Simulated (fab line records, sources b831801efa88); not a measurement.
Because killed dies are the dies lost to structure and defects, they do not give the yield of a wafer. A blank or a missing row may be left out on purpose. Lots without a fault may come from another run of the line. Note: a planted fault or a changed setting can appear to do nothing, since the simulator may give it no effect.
Split-lot trial || flow gf180mcu || 5 lots, 23 wafers read, on a route of 602 steps

SPLIT DETAILS
At GF_V1_SPUTTER_22 (material TiN, target thk 10 nm, time 40 s), the setting power-w was moved away from the recipe's 4000 W on 11 of the 23 wafers read, by -9.5% to +8.9%. All remaining wafers had this setting at the recipe value.

Reading taken at the split's own step.

THE READING
TiN_of_V1_SPUTTER_22.thk-nm (the simulator's own value, which no gauge read), in nm, at GF_V1_SPUTTER_22 (material TiN, target thk 10 nm, time 40 s). The file does not state a usual value for it. Across the 12 wafers here that went through the recipe, the average is 9.966 nm and the standard deviation 0.12 nm.

{"wafer": "L074.1", "tool, chamber at the split": "pvd-sputter-03, -", "power-w as run, W": 3753, "against the recipe": "-6.2%", "TiN_of_V1_SPUTTER_22.thk-nm, nm": 9.446, "against lot-mates on the recipe": -0.643}
{"wafer": "L074.2", "tool, chamber at the split": "pvd-sputter-03, -", "power-w as run, W": 4000, "against the recipe": "recipe", "TiN_of_V1_SPUTTER_22.thk-nm, nm": 10.2, "against lot-mates on the recipe": "-"}
{"wafer": "L074.3", "tool, chamber at the split": "pvd-sputter-03, -", "power-w as run, W": 3753, "against the recipe": "-6.2%", "TiN_of_V1_SPUTTER_22.thk-nm, nm": 9.505, "against lot-mates on the recipe": -0.584}
{"wafer": "L074.4", "tool, chamber at the split": "pvd-sputter-03, -", "power-w as run, W": 4000, "against the recipe": "recipe", "TiN_of_V1_SPUTTER_22.thk-nm, nm": 9.979, "against lot-mates on the recipe": "-"}
{"wafer": "L074.5", "tool, chamber at the split": "pvd-sputter-03, -", "power-w as run, W": 3753, "against the recipe": "-6.2%", "TiN_of_V1_SPUTTER_22.thk-nm, nm": 9.455, "against lot-mates on the recipe": -0.634}
{"wafer": "L076.2", "tool, chamber at the split": "pvd-sputter-04, -", "power-w as run, W": 4000, "against the recipe": "recipe", "TiN_of_V1_SPUTTER_22.thk-nm, nm": 9.702, "against lot-mates on the recipe": "-"}
{"wafer": "L076.3", "tool, chamber at the split": "pvd-sputter-04, -", "power-w as run, W": 4000, "against the recipe": "recipe", "TiN_of_V1_SPUTTER_22.thk-nm, nm": 10.01, "against lot-mates on the recipe": "-"}
{"wafer": "L076.6", "tool, chamber at the split": "pvd-sputter-04, -", "power-w as run, W": 4000, "against the recipe": "recipe", "TiN_of_V1_SPUTTER_22.thk-nm, nm": 9.961, "against lot-mates on the recipe": "-"}
{"wafer": "L077.1", "tool, chamber at the split": "pvd-sputter-01, -", "power-w as run, W": 3620, "against the recipe": "-9.5%", "TiN_of_V1_SPUTTER_22.thk-nm, nm": 8.934, "against lot-mates on the recipe": -1.116}
{"wafer": "L077.3", "tool, chamber at the split": "pvd-sputter-01, -", "power-w as run, W": 4000, "against the recipe": "recipe", "TiN_of_V1_SPUTTER_22.thk-nm, nm": 10.04, "against lot-mates on the recipe": "-"}
{"wafer": "L077.4", "tool, chamber at the split": "pvd-sputter-01, -", "power-w as run, W": 4000, "against the recipe": "recipe", "TiN_of_V1_SPUTTER_22.thk-nm, nm": 10.06, "against lot-mates on the recipe": "-"}
{"wafer": "L077.5", "tool, chamber at the split": "pvd-sputter-01, -", "power-w as run, W": 3620, "against the recipe": "-9.5%", "TiN_of_V1_SPUTTER_22.thk-nm, nm": 9.206, "against lot-mates on the recipe": -0.844}
{"wafer": "L077.6", "tool, chamber at the split": "pvd-sputter-01, -", "power-w as run, W": 3620, "against the recipe": "-9.5%", "TiN_of_V1_SPUTTER_22.thk-nm, nm": 9.016, "against lot-mates on the recipe": -1.034}
{"wafer": "L082.2", "tool, chamber at the split": "pvd-sputter-01, -", "power-w as run, W": 4000, "against the recipe": "recipe", "TiN_of_V1_SPUTTER_22.thk-nm, nm": 9.788, "against lot-mates on the recipe": "-"}
{"wafer": "L082.3", "tool, chamber at the split": "pvd-sputter-01, -", "power-w as run, W": 4355, "against the recipe": "+8.9%", "TiN_of_V1_SPUTTER_22.thk-nm, nm": 10.94, "against lot-mates on the recipe": "+1.041"}
{"wafer": "L082.4", "tool, chamber at the split": "pvd-sputter-01, -", "power-w as run, W": 4355, "against the recipe": "+8.9%", "TiN_of_V1_SPUTTER_22.thk-nm, nm": 10.84, "against lot-mates on the recipe": "+0.941"}
{"wafer": "L082.5", "tool, chamber at the split": "pvd-sputter-01, -", "power-w as run, W": 4000, "against the recipe": "recipe", "TiN_of_V1_SPUTTER_22.thk-nm, nm": 10.01, "against lot-mates on the recipe": "-"}
{"wafer": "L082.6", "tool, chamber at the split": "pvd-sputter-01, -", "power-w as run, W": 4355, "against the recipe": "+8.9%", "TiN_of_V1_SPUTTER_22.thk-nm, nm": 10.7, "against lot-mates on the recipe": "+0.801"}
{"wafer": "L084.1", "tool, chamber at the split": "pvd-sputter-04, -", "power-w as run, W": 4000, "against the recipe": "recipe", "TiN_of_V1_SPUTTER_22.thk-nm, nm": 9.909, "against lot-mates on the recipe": "-"}
{"wafer": "L084.2", "tool, chamber at the split": "pvd-sputter-04, -", "power-w as run, W": 4000, "against the recipe": "recipe", "TiN_of_V1_SPUTTER_22.thk-nm, nm": 9.965, "against lot-mates on the recipe": "-"}
{"wafer": "L084.5", "tool, chamber at the split": "pvd-sputter-04, -", "power-w as run, W": 4000, "against the recipe": "recipe", "TiN_of_V1_SPUTTER_22.thk-nm, nm": 9.965, "against lot-mates on the recipe": "-"}
{"wafer": "L084.3", "tool, chamber at the split": "pvd-sputter-04, -", "power-w as run, W": 4265, "against the recipe": "+6.6%", "TiN_of_V1_SPUTTER_22.thk-nm, nm": 10.54, "against lot-mates on the recipe": "+0.594"}
{"wafer": "L084.4", "tool, chamber at the split": "pvd-sputter-04, -", "power-w as run, W": 4265, "against the recipe": "+6.6%", "TiN_of_V1_SPUTTER_22.thk-nm, nm": 10.68, "against lot-mates on the recipe": "+0.734"}

THE FIT
A straight line over all 23 wafers: TiN_of_V1_SPUTTER_22.thk-nm changes by +0.0942 nm for each +1% of power-w; r = +0.98; the points scatter about the line by 0.12 nm.
The same after taking each lot's own level away (the mean of its wafers on the recipe; 23 wafers): +0.104 nm for each +1%; r = +0.99; scatter 0.095 nm.
On that fit, the largest move of power-w shifts the reading by 0.98 nm.
Across the lots, their own levels run from 9.8910 to 10.0895 nm, a range of 1.6 times the standard deviation given above.
The two slopes are in agreement: the lot-to-lot level therefore moves the slope only a little.
Check: with one of the wafers moved furthest among these (-9.5%) left out of the fit, the line predicts -0.958 nm for it against its lot-mates. It came out at -1.12 nm against them.

FURTHER SPLITS ON THESE WAFERS
Note: prior to the reading, these wafers also went through further splits. Each is held against what the fit with the lots' levels taken away leaves over:
{"other split on the same wafers": "GF_CONTACT_CVD_24 temp-c", "wafers away from the commonest value": 10, "r with TiN_of_V1_SPUTTER_22.thk-nm (lot level and that fit taken away)": -0.14}
{"other split on the same wafers": "GF_M1_COAT_09 resist-thk-nm", "wafers away from the commonest value": 9, "r with TiN_of_V1_SPUTTER_22.thk-nm (lot level and that fit taken away)": -0.10}
{"other split on the same wafers": "GF_M1_SOFTBAKE_10 temp-c", "wafers away from the commonest value": 5, "r with TiN_of_V1_SPUTTER_22.thk-nm (lot level and that fit taken away)": "+0.04"}
{"other split on the same wafers": "GF_V1_CVD_02 time-s", "wafers away from the commonest value": 8, "r with TiN_of_V1_SPUTTER_22.thk-nm (lot level and that fit taken away)": "+0.12"}

THE FILE'S OWN FIT
TiN_of_V1_SPUTTER_22.thk-nm changes by +0.103 nm for each +1% of power-w, r = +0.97.
